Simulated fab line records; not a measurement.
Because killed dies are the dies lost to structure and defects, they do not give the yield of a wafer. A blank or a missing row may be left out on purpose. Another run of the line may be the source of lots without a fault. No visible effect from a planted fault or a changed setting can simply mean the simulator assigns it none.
fab line records + flow gf180mcu
[record]
- lots = 5
- wafers = 15
- lastDay = 33
route steps=602 shown HV_LDD@187
lots untouched by any fault: they come from a run of this same line in which no faults occurred
startH: hours from the record's first day to the start of the lot's first wafer shown + waitH: hours elapsed since this lot's preceding step + " unchanged from the row above + L1.1+2: a single row standing in for several wafers + - no value, or no start was given + * or withheld: withheld + < > ~ a bound
route shown NAME@n: names a module that has steps shown in the file, with the first one's number in the route + usual: the fault-free wafers' mean and standard deviation + same: alike in all rows + chamber/n: place in a boat + sites: readings site by site + _std_site: standard deviation across them + _edge_site: mean of outer sites minus mean of inner sites + radiusMm: how far each site lies from the wafer's centre + mask NAME#n: copy n + behind: the most recent tool/chamber to have shaped the wafer + hold: what put the lot on hold/how long, in hours/how the hold closed + device: names the non-switching transistor (n, p or np) + end of line: tests of these same wafers at the route's end + a step with no rows: only its recipe + killed: dies lost to structure and defects at the first sort, not the wafer's yield + map: per-die view of a wafer (x killed, . not killed, _ where there is no die)
set.NAME: the setting that was run; set.NAME@STEP: the one run at that earlier step + model.NAME: the simulator's own value behind a step, which no gauge read
certain route steps with their lots: each step a table, each wafer a row
services: a tool's chamber out of use, with start hour (startH, from the record's first day; less than 0 if before it), hours out, and reason
[[steps]]
[step GF_HV_LDD_TW_MEAS_11]
[usual]
- HV_LDD_TW = 2407/9.6
| lot.wafer | tool         | chamber | startH | waitH | HV_LDD_TW |
|-----------|--------------|---------|--------|-------|-----------|
| L075.1    | filmMetro-04 | -       | 233.33 | 0.1   | 2384      |
| L075.2    | "            | -       | "      | "     | 2385      |
| L075.6    | "            | -       | "      | "     | 2380      |
| L079.1    | filmMetro-03 | -       | 256.68 | 0.1   | 2408      |
| L079.4    | "            | -       | "      | "     | 2419      |
| L079.6    | "            | -       | "      | "     | 2405      |
| L080.1    | filmMetro-03 | -       | 267.33 | 0.1   | 2408      |
| L080.3    | "            | -       | "      | "     | 2408      |
| L080.6    | "            | -       | "      | "     | 2407      |
| L088.3    | filmMetro-04 | -       | 316.64 | 0.1   | 2414      |
| L088.4    | "            | -       | "      | "     | 2413      |
| L088.5    | "            | -       | "      | "     | 2402      |
| L094.3    | filmMetro-03 | -       | 360.05 | 0.1   | 2417      |
| L094.4    | "            | -       | "      | "     | 2414      |
| L094.6    | "            | -       | "      | "     | 2409      |
[step GF_HV_LDD_DEHYDRATE_12]
[recipe]
- tempC = 200
- timeS = 60
| lot.wafer  | tool          | chamber | startH | waitH |
|------------|---------------|---------|--------|-------|
| L075.1+2+6 | lithoTrack-03 | 0       | 241.67 | 8.3   |
| L079.1+4+6 | lithoTrack-02 | 0       | 265.62 | 8.9   |
| L080.1+3+6 | lithoTrack-01 | 0       | 275.87 | 8.5   |
| L088.3+4+5 | lithoTrack-02 | 0       | 326.72 | 10.1  |
| L094.3+4+6 | lithoTrack-03 | 0       | 370.77 | 10.7  |
[step GF_HV_LDD_HMDS_13]
[recipe]
- primeTimeS = 60
- primeTempC = 120
| lot.wafer  | tool          | chamber | startH | waitH |
|------------|---------------|---------|--------|-------|
| L075.1+2+6 | lithoTrack-03 | 0       | 241.82 | 0.1   |
| L079.1+4+6 | lithoTrack-02 | 0       | 265.77 | 0.1   |
| L080.1+3+6 | lithoTrack-01 | 0       | 276.02 | 0.1   |
| L088.3+4+5 | lithoTrack-02 | 0       | 326.87 | 0.1   |
| L094.3+4+6 | lithoTrack-03 | 0       | 370.92 | 0.1   |
[step GF_HV_LDD_COAT_14]
[recipe]
- resist = NOVOLAK
- spinRpm = 3000
- resistThkNm = 1000
| lot.wafer  | tool          | chamber | startH | waitH |
|------------|---------------|---------|--------|-------|
| L075.1+2+6 | lithoTrack-03 | 0       | 241.97 | 0.1   |
| L079.1+4+6 | lithoTrack-02 | 0       | 265.92 | 0.1   |
| L080.1+3+6 | lithoTrack-01 | 0       | 276.17 | 0.1   |
| L088.3+4+5 | lithoTrack-02 | 0       | 327.02 | 0.1   |
| L094.3+4+6 | lithoTrack-03 | 0       | 371.07 | 0.1   |
[step GF_HV_LDD_SOFTBAKE_15]
[recipe]
- tempC = 90
- timeS = 60
- resist = NOVOLAK
| lot.wafer  | tool          | chamber | startH | waitH |
|------------|---------------|---------|--------|-------|
| L075.1+2+6 | lithoTrack-03 | 0       | 242.12 | 0.1   |
| L079.1+4+6 | lithoTrack-02 | 0       | 266.07 | 0.1   |
| L080.1+3+6 | lithoTrack-01 | 0       | 276.32 | 0.1   |
| L088.3+4+5 | lithoTrack-02 | 0       | 327.17 | 0.1   |
| L094.3+4+6 | lithoTrack-03 | 0       | 371.22 | 0.1   |
[step GF_HV_LDD_EXPOSE_16]
[recipe]
- maskId = Pplus_LV_AREA
- targetCdNm = 400
- na = 0.6
- sourceShape = conventional
- sigmaOuter = 0.6
- doseMj = 140
[usual]
- exposureDoseMJCm2 = 139.99/0.15
[same]
- na = 0.6
| lot.wafer | tool            | chamber | startH | waitH | mask            | exposureDoseMJCm2 |
|-----------|-----------------|---------|--------|-------|-----------------|-------------------|
| L075.1    | ilineStepper-02 | 0       | -      | -     | Pplus_LV_AREA#0 | 139.80            |
| L075.2    | "               | 0       | "      | "     | Pplus_LV_AREA#0 | 140.07            |
| L075.6    | "               | 0       | "      | "     | Pplus_LV_AREA#0 | 139.94            |
| L079.1    | ilineStepper-01 | 0       | -      | -     | Pplus_LV_AREA#0 | 139.89            |
| L079.4    | "               | 0       | "      | "     | Pplus_LV_AREA#0 | 140.18            |
| L079.6    | "               | 0       | "      | "     | Pplus_LV_AREA#0 | 139.83            |
| L080.1    | ilineStepper-02 | 0       | -      | -     | Pplus_LV_AREA#0 | 139.89            |
| L080.3    | "               | 0       | "      | "     | Pplus_LV_AREA#0 | 139.92            |
| L080.6    | "               | 0       | "      | "     | Pplus_LV_AREA#0 | 139.81            |
| L088.3    | ilineStepper-02 | 0       | -      | -     | Pplus_LV_AREA#0 | 139.77            |
| L088.4    | "               | 0       | "      | "     | Pplus_LV_AREA#0 | 139.92            |
| L088.5    | "               | 0       | "      | "     | Pplus_LV_AREA#0 | 139.96            |
| L094.3    | ilineStepper-02 | 0       | -      | -     | Pplus_LV_AREA#0 | 139.83            |
| L094.4    | "               | 0       | "      | "     | Pplus_LV_AREA#0 | 139.90            |
| L094.6    | "               | 0       | "      | "     | Pplus_LV_AREA#0 | 139.70            |
[step GF_HV_LDD_PEB_17]
[recipe]
- tempC = withheld
- timeS = *
- resist = NOVOLAK
| lot.wafer  | tool          | chamber | startH | waitH |
|------------|---------------|---------|--------|-------|
| L075.1+2+6 | lithoTrack-01 | 0       | -      | -     |
| L079.1+4+6 | lithoTrack-01 | 0       | -      | -     |
| L080.1+3+6 | lithoTrack-03 | 0       | -      | -     |
| L088.3+4+5 | lithoTrack-03 | 0       | -      | -     |
| L094.3+4+6 | lithoTrack-02 | 0       | -      | -     |
[step GF_HV_LDD_DEVELOP_18]
[recipe]
- developTimeS = 60
- devTempC = 23
| lot.wafer  | tool          | chamber | startH | waitH |
|------------|---------------|---------|--------|-------|
| L075.1+2+6 | lithoTrack-01 | 0       | 250.47 | 0.1   |
| L079.1+4+6 | lithoTrack-01 | 0       | 275.12 | 0.1   |
| L080.1+3+6 | lithoTrack-03 | 0       | 285.82 | 0.1   |
| L088.3+4+5 | lithoTrack-03 | 0       | 337.12 | 0.1   |
| L094.3+4+6 | lithoTrack-02 | 0       | 381.76 | 0.1   |
[step GF_HV_LDD_CD_MEAS_19]
[recipe]
- targetCdNm = 400
[usual]
- cdNm = 400.1/2
| lot.wafer | tool     | chamber | startH | waitH | cdNm  |
|-----------|----------|---------|--------|-------|-------|
| L075.1    | cdSem-01 | -       | 250.62 | 0.1   | 404.7 |
| L075.2    | "        | -       | "      | "     | 399.1 |
| L075.6    | "        | -       | "      | "     | 398.1 |
| L079.1    | cdSem-02 | -       | 275.27 | 0.1   | 400.5 |
| L079.4    | "        | -       | "      | "     | 399.0 |
| L079.6    | "        | -       | "      | "     | 399.8 |
| L080.1    | cdSem-02 | -       | 285.97 | 0.1   | 400.5 |
| L080.3    | "        | -       | "      | "     | 400.5 |
| L080.6    | "        | -       | "      | "     | 400.9 |
| L088.3    | cdSem-01 | -       | 337.26 | 0.1   | 398.9 |
| L088.4    | "        | -       | "      | "     | 397.3 |
| L088.5    | "        | -       | "      | "     | 398.8 |
| L094.3    | cdSem-02 | -       | 381.90 | 0.1   | 400.2 |
| L094.4    | "        | -       | "      | "     | 401.1 |
| L094.6    | "        | -       | "      | "     | 400.2 |
[step GF_HV_LDD_OVL_MEAS_20]
[usual]
- HV_LDD_01_OVL = -1.5/1.5
| lot.wafer | tool       | chamber | startH | waitH | HV_LDD_01_OVL[nm] |
|-----------|------------|---------|--------|-------|-------------------|
| L075.1    | overlay-01 | -       | 250.74 | 0.1   | 0.1               |
| L075.2    | "          | -       | "      | "     | -1.4              |
| L075.6    | "          | -       | "      | "     | 1.0               |
| L079.1    | overlay-01 | -       | 275.39 | 0.1   | -2.0              |
| L079.4    | "          | -       | "      | "     | -1.0              |
| L079.6    | "          | -       | "      | "     | 0.8               |
| L080.1    | overlay-02 | -       | 286.09 | 0.1   | 0.4               |
| L080.3    | "          | -       | "      | "     | 0.1               |
| L080.6    | "          | -       | "      | "     | 0.9               |
| L088.3    | overlay-01 | -       | 337.35 | 0.1   | -4.4              |
| L088.4    | "          | -       | "      | "     | -1.8              |
| L088.5    | "          | -       | "      | "     | -2.5              |
| L094.3    | overlay-01 | -       | 382.00 | 0.1   | 0.1               |
| L094.4    | "          | -       | "      | "     | -0.6              |
| L094.6    | "          | -       | "      | "     | -0.5              |
[step GF_HV_LDD_IMPLANT_21]
[recipe]
- species = BF2
- energyKev = 25
- doseCm2 = 5e+13
- tiltDeg = 7
[usual]
- doseIonsCm2 = 5e+13/5.6e+10
| lot.wafer | tool         | chamber | startH | waitH | doseIonsCm2 |
|-----------|--------------|---------|--------|-------|-------------|
| L075.1    | implanter-02 | 0       | 250.78 | 0.0   | 4.993e+13   |
| L075.2    | "            | 0       | "      | "     | 4.997e+13   |
| L075.6    | "            | 0       | "      | "     | 5e+13       |
| L079.1    | implanter-02 | 0       | 275.43 | 0.0   | 5.002e+13   |
| L079.4    | "            | 0       | "      | "     | 4.996e+13   |
| L079.6    | "            | 0       | "      | "     | 5.004e+13   |
| L080.1    | implanter-04 | 0       | 286.25 | 0.1   | 4.999e+13   |
| L080.3    | "            | 0       | "      | "     | 4.998e+13   |
| L080.6    | "            | 0       | "      | "     | 4.996e+13   |
| L088.3    | implanter-03 | 0       | 337.43 | 0.1   | 5.006e+13   |
| L088.4    | "            | 0       | "      | "     | 5.001e+13   |
| L088.5    | "            | 0       | "      | "     | 5.003e+13   |
| L094.3    | implanter-04 | 0       | 382.07 | 0.1   | 5.001e+13   |
| L094.4    | "            | 0       | "      | "     | 5.005e+13   |
| L094.6    | "            | 0       | "      | "     | 4.998e+13   |
[step GF_HV_LDD_STRIP_22]
[recipe]
- chemistry = O2/N2
- powerW = 1400
- pressureMtorr = 1500
- platenTempC = 250
- o2FlowSccm = 3000
- n2FlowSccm = 300
- overashFraction = 0.5
[usual]
- drypumpMotorCurrentA = 5.6/0.35
- heaterPowerW = 343/53
- n2FlowSccm = 299.9/0.93
- oesProductAu = 0.717/0.0046
- stripTimeToEndpointS = 12.65/0.033
| lot.wafer | tool           | chamber | startH | waitH | drypumpMotorCurrentA | heaterPowerW | n2FlowSccm | oesProductAu | rfHoursCounterH | stripTimeToEndpointS |
|-----------|----------------|---------|--------|-------|----------------------|--------------|------------|--------------|-----------------|----------------------|
| L075.1    | plasmaAsher-03 | 1       | 250.93 | 0.1   | 5.4                  | 322          | 300.7      | 0.706        | 13              | 12.64                |
| L075.2    | "              | 0       | "      | "     | 5.1                  | 437          | 300.5      | 0.723        | 13              | 12.63                |
| L075.6    | "              | 0       | "      | "     | 5.0                  | 431          | 299.7      | 0.718        | -               | 12.63                |
| L079.1    | plasmaAsher-03 | 1       | 275.58 | 0.1   | 5.3                  | 323          | 299.6      | 0.713        | 16              | 12.59                |
| L079.4    | "              | 1       | "      | "     | 5.4                  | 311          | 300.7      | 0.715        | -               | 12.63                |
| L079.6    | "              | 0       | "      | "     | 5.1                  | 436          | 299.9      | 0.716        | -               | 12.65                |
| L080.1    | plasmaAsher-02 | 0       | 286.40 | 0.1   | 5.7                  | 281          | 300.8      | 0.716        | 65              | 12.69                |
| L080.3    | "              | 1       | "      | "     | 5.8                  | 340          | 300.1      | 0.709        | -               | 12.68                |
| L080.6    | "              | 1       | "      | "     | 5.8                  | 345          | 299.9      | 0.719        | -               | 12.71                |
| L088.3    | plasmaAsher-01 | 0       | 337.56 | 0.1   | 5.9                  | 342          | 300.2      | 0.710        | -               | 12.72                |
| L088.4    | "              | 1       | "      | "     | 6.1                  | 293          | 298.2      | 0.722        | -               | 12.71                |
| L088.5    | "              | 0       | "      | "     | 5.9                  | 350          | 299.2      | 0.722        | -               | 12.73                |
| L094.3    | plasmaAsher-03 | 0       | 382.20 | 0.1   | 5.0                  | 437          | 301.1      | 0.708        | -               | 12.67                |
| L094.4    | "              | 1       | "      | "     | 5.3                  | 333          | 299.9      | 0.715        | -               | 12.62                |
| L094.6    | "              | 1       | "      | "     | 5.4                  | 328          | 300.1      | 0.725        | -               | 12.67                |
[step GF_HV_LDD_TW_MEAS_23]
[usual]
- HV_LDD_2_TW = 1053/4.2
| lot.wafer | tool         | chamber | startH | waitH | HV_LDD_2_TW |
|-----------|--------------|---------|--------|-------|-------------|
| L075.1    | filmMetro-01 | -       | 251.03 | 0.1   | 1059        |
| L075.2    | "            | -       | "      | "     | 1060        |
| L075.6    | "            | -       | "      | "     | 1056        |
| L079.1    | filmMetro-01 | -       | 275.68 | 0.1   | 1050        |
| L079.4    | "            | -       | "      | "     | 1054        |
| L079.6    | "            | -       | "      | "     | 1053        |
| L080.1    | filmMetro-03 | -       | 286.50 | 0.1   | 1058        |
| L080.3    | "            | -       | "      | "     | 1056        |
| L080.6    | "            | -       | "      | "     | 1055        |
| L088.3    | filmMetro-03 | -       | 337.65 | 0.1   | 1052        |
| L088.4    | "            | -       | "      | "     | 1058        |
| L088.5    | "            | -       | "      | "     | 1047        |
| L094.3    | filmMetro-04 | -       | 382.29 | 0.1   | 1052        |
| L094.4    | "            | -       | "      | "     | 1054        |
| L094.6    | "            | -       | "      | "     | 1049        |
[step GF_HV_LDD_DEHYDRATE_24]
[recipe]
- tempC = 200
- timeS = 60
| lot.wafer  | tool          | chamber | startH | waitH |
|------------|---------------|---------|--------|-------|
| L075.1+2+6 | lithoTrack-03 | 0       | 259.52 | 8.5   |
| L079.1+4+6 | lithoTrack-01 | 0       | 284.77 | 9.1   |
| L080.1+3+6 | lithoTrack-03 | 0       | 295.22 | 8.7   |
| L088.3+4+5 | lithoTrack-03 | 0       | 347.62 | 10.0  |
| L094.3+4+6 | lithoTrack-02 | 0       | 393.16 | 10.9  |
[step GF_HV_LDD_HMDS_25]
[recipe]
- primeTimeS = 60
- primeTempC = 120
| lot.wafer  | tool          | chamber | startH | waitH |
|------------|---------------|---------|--------|-------|
| L075.1+2+6 | lithoTrack-03 | 0       | 259.67 | 0.1   |
| L079.1+4+6 | lithoTrack-01 | 0       | 284.92 | 0.1   |
| L080.1+3+6 | lithoTrack-03 | 0       | 295.37 | 0.1   |
| L088.3+4+5 | lithoTrack-03 | 0       | 347.77 | 0.1   |
| L094.3+4+6 | lithoTrack-02 | 0       | 393.31 | 0.1   |
[step GF_HV_LDD_COAT_26]
[recipe]
- resist = NOVOLAK
- spinRpm = 3000
- resistThkNm = 1000
| lot.wafer  | tool          | chamber | startH | waitH |
|------------|---------------|---------|--------|-------|
| L075.1+2+6 | lithoTrack-03 | 0       | 259.82 | 0.1   |
| L079.1+4+6 | lithoTrack-01 | 0       | 285.07 | 0.1   |
| L080.1+3+6 | lithoTrack-03 | 0       | 295.52 | 0.1   |
| L088.3+4+5 | lithoTrack-03 | 0       | 347.92 | 0.1   |
| L094.3+4+6 | lithoTrack-02 | 0       | 393.46 | 0.1   |
[step GF_HV_LDD_SOFTBAKE_27]
[recipe]
- tempC = 90
- timeS = 60
- resist = NOVOLAK
| lot.wafer  | tool          | chamber | startH | waitH |
|------------|---------------|---------|--------|-------|
| L075.1+2+6 | lithoTrack-03 | 0       | 259.97 | 0.1   |
| L079.1+4+6 | lithoTrack-01 | 0       | 285.22 | 0.1   |
| L080.1+3+6 | lithoTrack-03 | 0       | 295.67 | 0.1   |
| L088.3+4+5 | lithoTrack-03 | 0       | 348.07 | 0.1   |
| L094.3+4+6 | lithoTrack-02 | 0       | 393.61 | 0.1   |
[[services]]
| tool            | chamber | startH | hours | kind                     |
|-----------------|---------|--------|-------|--------------------------|
| lithoTrack-01   | -       | 228.18 | -     | consumableReplace:filter |
| implanter-04    | -       | 232.58 | 1.9   | pm                       |
| plasmaAsher-02  | -       | 239.30 | 5.8   | repair                   |
| ilineStepper-01 | -       | 268.85 | 1.7   | pm                       |
| plasmaAsher-01  | -       | 294.66 | 1.0   | repair                   |
| plasmaAsher-01  | -       | 302.50 | 28.1  | pm                       |
| implanter-03    | -       | 325.70 | 2.3   | pm                       |
| implanter-03    | -       | 326.95 | 4.0   | repair                   |
| ilineStepper-01 | 0       | 330.89 | -     | calibration              |
| implanter-03    | -       | 349.52 | 1.5   | repair                   |
| ilineStepper-01 | -       | 355.33 | 28.9  | pm                       |
| plasmaAsher-03  | -       | 357.01 | 4.4   | repair                   |
| plasmaAsher-01  | -       | 364.35 | 3.7   | repair                   |
| ilineStepper-02 | 0       | 373.90 | -     | calibration              |
| ilineStepper-01 | -       | 384.22 | 2.1   | pm                       |
| ilineStepper-01 | -       | 386.30 | -     | consumableReplace:lamp   |
| ilineStepper-02 | -       | 386.30 | 2.1   | pm                       |
| implanter-02    | -       | 386.65 | 4.6   | pm                       |
| ilineStepper-02 | -       | 388.39 | -     | consumableReplace:lamp   |
| ilineStepper-02 | -       | 388.39 | 1.7   | pm                       |
[[key]]
fault none
